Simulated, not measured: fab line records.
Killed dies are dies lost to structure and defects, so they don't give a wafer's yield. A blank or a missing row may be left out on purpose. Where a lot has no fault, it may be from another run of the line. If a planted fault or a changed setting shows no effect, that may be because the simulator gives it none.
One fault through the eyes of 2 desks :: flow gf180mcu :: every desk sees just its own numbers, and what lay behind them comes last

DESK OF THE TOOL OWNER: litho track-04
The tool's own readings at GF_M1_SOFTBAKE_10 (time 60 s): means of the sampled wafers that have a number, for each lot that ran on this tool. If a lot's mean is further than 4 standard deviations from the usual mean, the lot is out of limits and carries the mark OUT (the distance appears in the brackets).
Columns: A = heater power total W at GF_M1_SOFTBAKE_10, usual 93.05 W; B = plate temp C at GF_M1_SOFTBAKE_10, usual 129.97 C
lot: L492
first seen here: day 16 22:01
A: 93.03
B: 129.83

lot: L493
first seen here: day 17 04:26
A: 93.07
B: 130.13

lot: L502
first seen here: day 20 20:14
A: 96.01 (+55) OUT
B: 133.26 (+23) OUT

lot: L503
first seen here: day 21 00:43
A: 96.04 (+55) OUT
B: 133.37 (+24) OUT
This desk finds L502, L503 out of limits, L502 being first, at day 20 20:14 (heater power total W at GF_M1_SOFTBAKE_10). L492, L493 stayed within limits.

FROM THE METROLOGY DESK
Lot by lot, what the gauges showed, no matter which tool ran the lot: averages of those sampled wafers that carry a number. If a lot's mean is further than 4 standard deviations from the usual mean, the lot is out of limits and carries the mark OUT (the distance appears in the brackets).
Columns: A = CONTACT_CVD_02_THK at GF_CONTACT_THK_MEAS_03, usual 861 nm; B = cd nm at GF_CONTACT_CD_MEAS_14, usual 220.0 nm; C = cd nm at GF_M1_CD_MEAS_14, usual 230.3 nm
lot: L491
first seen here: day 15 02:29
A: 856
B: 218.9
C: 229.3

lot: L492
first seen here: day 15 12:43
A: 859
B: 220.1
C: 231.1

lot: L493
first seen here: day 15 18:01
A: 872
B: 222.1
C: 230.4

lot: L496
first seen here: day 16 22:45
A: 866
B: 220.8
C: 233.3

lot: L502
first seen here: day 19 05:19
A: 862
B: 220.3
C: 220.2 (-8.4) OUT

lot: L503
first seen here: day 19 10:15
A: 864
B: 220.1
C: 222.3 (-6.6) OUT

lot: L506
first seen here: day 20 12:17
A: 861
B: 218.8
C: 229.2

lot: L507
first seen here: day 20 17:04
A: 858
B: 219.0
C: 229.1

lot: L509
first seen here: day 21 15:04
A: 865
B: 219.0
C: 229.3

lot: L510
first seen here: day 21 20:44
A: 859
B: 220.6
C: 231.5

lot: L512
first seen here: day 22 18:04
A: 850
B: 220.2
C: 229.4

lot: L511
first seen here: day 22 20:09
A: 860
B: 223.1
C: 230.0

lot: L514
first seen here: day 23 05:42
A: 862
B: 219.5
C: 229.9
This desk finds L502, L503 out of limits, L502 being first, at day 21 07:56 (cd nm at GF_M1_CD_MEAS_14). L491, L492, L493, L496, L506, L507, L509, L510, L512, L511, L514 stayed within limits.

ALL TOGETHER
The tool owner's desk had the chance to raise an alarm at day 20 20:14 on L502, L503.
L502, L503 would have let the metrology desk raise an alarm at day 21 07:56.
The lots listed all ran GF_M1_SOFTBAKE_10 on litho track-04.

WHAT THE SIMULATOR PUT IN
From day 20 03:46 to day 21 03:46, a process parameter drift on litho track-04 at GF_M1_SOFTBAKE_10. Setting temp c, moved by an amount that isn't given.
Shown lots that were struck: L502, L503.
Delay (hours) between the fault's onset and each desk's first out-of-limits reading: 16 at the tool owner's desk, 28 at the metrology desk.
